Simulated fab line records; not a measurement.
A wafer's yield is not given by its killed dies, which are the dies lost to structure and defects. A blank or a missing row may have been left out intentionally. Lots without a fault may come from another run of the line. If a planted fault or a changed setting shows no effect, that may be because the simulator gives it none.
Chamber matching + flow sky130 + SKY_CONTACT_CMP_04 on cmp-01 has 4 sister chambers
The step polishes SiO2. 8 wafers are shown with their chamber, then 7 later ones without.

== WAFERS PAIRED WITH THEIR CHAMBERS ==
| wafer  | chamber | motorCurrentA (A) | timeToEndpointS (s) |
|--------|---------|-------------------|---------------------|
| L204.2 | 3       | 12.6              | 77                  |
| L204.5 | 2       | 13.0              | 72                  |
| L201.5 | 1       | 13.7              | 74                  |
| L203.3 | 2       | 12.7              | 75                  |
| L205.1 | 3       | 12.9              | 82                  |
| L205.5 | 0       | 12.7              | 88                  |
| L208.3 | 0       | 12.5              | 90                  |
| L208.4 | 1       | 15.0              | 76                  |

== WAFERS WITH NO CHAMBER GIVEN ==
| wafer  | motorCurrentA (A) | timeToEndpointS (s) |
|--------|-------------------|---------------------|
| L208.6 | 13.1              | 77                  |
| L209.1 | 14.9              | 84                  |
| L209.2 | 12.6              | 88                  |
| L209.5 | 13.0              | 84                  |
| L211.2 | 13.3              | 91                  |
| L211.4 | 12.6              | 97                  |
| L211.6 | 12.4              | 94                  |

== THE CHAMBER EACH PASSED THROUGH ==
| wafer  | from the rows above          | in truth                   |
|--------|------------------------------|----------------------------|
| L208.6 | can't be placed: 3 or 2 or 1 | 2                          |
| L209.1 | can't be placed: 1 or 3 or 0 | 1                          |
| L209.2 | 0                            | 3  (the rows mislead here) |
| L209.5 | can't be placed: 3 or 0      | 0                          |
| L211.2 | 0                            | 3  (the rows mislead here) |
| L211.4 | 0                            | 0                          |
| L211.6 | 0                            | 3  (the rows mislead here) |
Placed correctly: 1 of 7. Not placeable from these rows: 3 (in 3, the candidates include the true chamber). Number placed wrongly: 3.
How it was worked out, from the rows above alone: a wafer's distance from a chamber is the root of the sum, over the readings, of the square of ((its reading less the chamber's mean) divided by the reading's scatter). If the next closest chamber is less than 2 further off than the closest, the wafer can't be placed; otherwise it belongs to the closest. Each chamber's mean is taken over the wafers shown for it. The scatter is the square root of a quotient: the sum, over the shown wafers, of each reading's squared deviation from its chamber's mean, divided by wafers minus chambers.
